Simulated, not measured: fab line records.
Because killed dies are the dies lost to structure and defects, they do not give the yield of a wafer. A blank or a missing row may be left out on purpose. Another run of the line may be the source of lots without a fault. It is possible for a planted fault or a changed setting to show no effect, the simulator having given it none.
Chamber matching || flow gf180mcu || GF_V5_CVD_02 on pecvd-03 has 3 sister chambers
The step deposits SiO2 from TEOS, target thk 1450 nm, time 163.28 s. 6 wafers are shown with their chamber, then 10 later ones without.

== WAFERS PAIRED WITH THEIR CHAMBERS ==
{"wafer": "L084.6", "chamber": 1, "heater power w (W)": 538, "heater power outer w (W)": 240}
{"wafer": "L088.3", "chamber": 2, "heater power w (W)": 650, "heater power outer w (W)": 362}
{"wafer": "L088.5", "chamber": 0, "heater power w (W)": 563, "heater power outer w (W)": 376}
{"wafer": "L088.6", "chamber": 1, "heater power w (W)": 546, "heater power outer w (W)": 245}
{"wafer": "L090.1", "chamber": 0, "heater power w (W)": 502, "heater power outer w (W)": 330}
{"wafer": "L090.2", "chamber": 2, "heater power w (W)": 723, "heater power outer w (W)": 411}

== WAFERS WITHOUT THEIR CHAMBER ==
{"wafer": "L090.5", "heater power w (W)": 604, "heater power outer w (W)": 315}
{"wafer": "L094.3", "heater power w (W)": 508, "heater power outer w (W)": 312}
{"wafer": "L094.5", "heater power w (W)": 585, "heater power outer w (W)": 303}
{"wafer": "L094.6", "heater power w (W)": 537, "heater power outer w (W)": 243}
{"wafer": "L095.1", "heater power w (W)": 583, "heater power outer w (W)": 373}
{"wafer": "L095.3", "heater power w (W)": 619, "heater power outer w (W)": 339}
{"wafer": "L095.5", "heater power w (W)": 707, "heater power outer w (W)": 407}
{"wafer": "L096.2", "heater power w (W)": 634, "heater power outer w (W)": 309}
{"wafer": "L096.3", "heater power w (W)": 637, "heater power outer w (W)": 367}
{"wafer": "L096.6", "heater power w (W)": 576, "heater power outer w (W)": 375}

== CHAMBER TAKEN BY EACH ==
{"wafer": "L090.5", "from the rows above": "can't be placed: 0 or 1 or 2", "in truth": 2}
{"wafer": "L094.3", "from the rows above": "can't be placed: 0 or 1", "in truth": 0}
{"wafer": "L094.5", "from the rows above": "can't be placed: 0 or 1 or 2", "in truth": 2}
{"wafer": "L094.6", "from the rows above": 1, "in truth": 1}
{"wafer": "L095.1", "from the rows above": "can't be placed: 0 or 2", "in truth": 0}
{"wafer": "L095.3", "from the rows above": "can't be placed: 0 or 2 or 1", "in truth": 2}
{"wafer": "L095.5", "from the rows above": 2, "in truth": 2}
{"wafer": "L096.2", "from the rows above": "can't be placed: 0 or 2 or 1", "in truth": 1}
{"wafer": "L096.3", "from the rows above": "can't be placed: 2 or 0", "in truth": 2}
{"wafer": "L096.6", "from the rows above": "can't be placed: 0 or 2", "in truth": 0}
Placed correctly: 2 of 10. Cannot be placed on the basis of these rows: 8; the candidates contain the true chamber in 8. Placed wrongly: 0.
How it was worked out, from the rows above alone: a wafer's distance from a chamber is the root of the sum, over the readings, of the square of ((its reading less the chamber's mean) divided by the reading's scatter). The wafer belongs to the nearest chamber; if the next one is less than 2 further off, it can't be placed. The mean given for a chamber averages the wafers shown for that chamber. How the scatter is found: for the shown wafers, subtract from each reading the mean of its chamber, square and add these, divide the total by (wafers less chambers), then take the root.
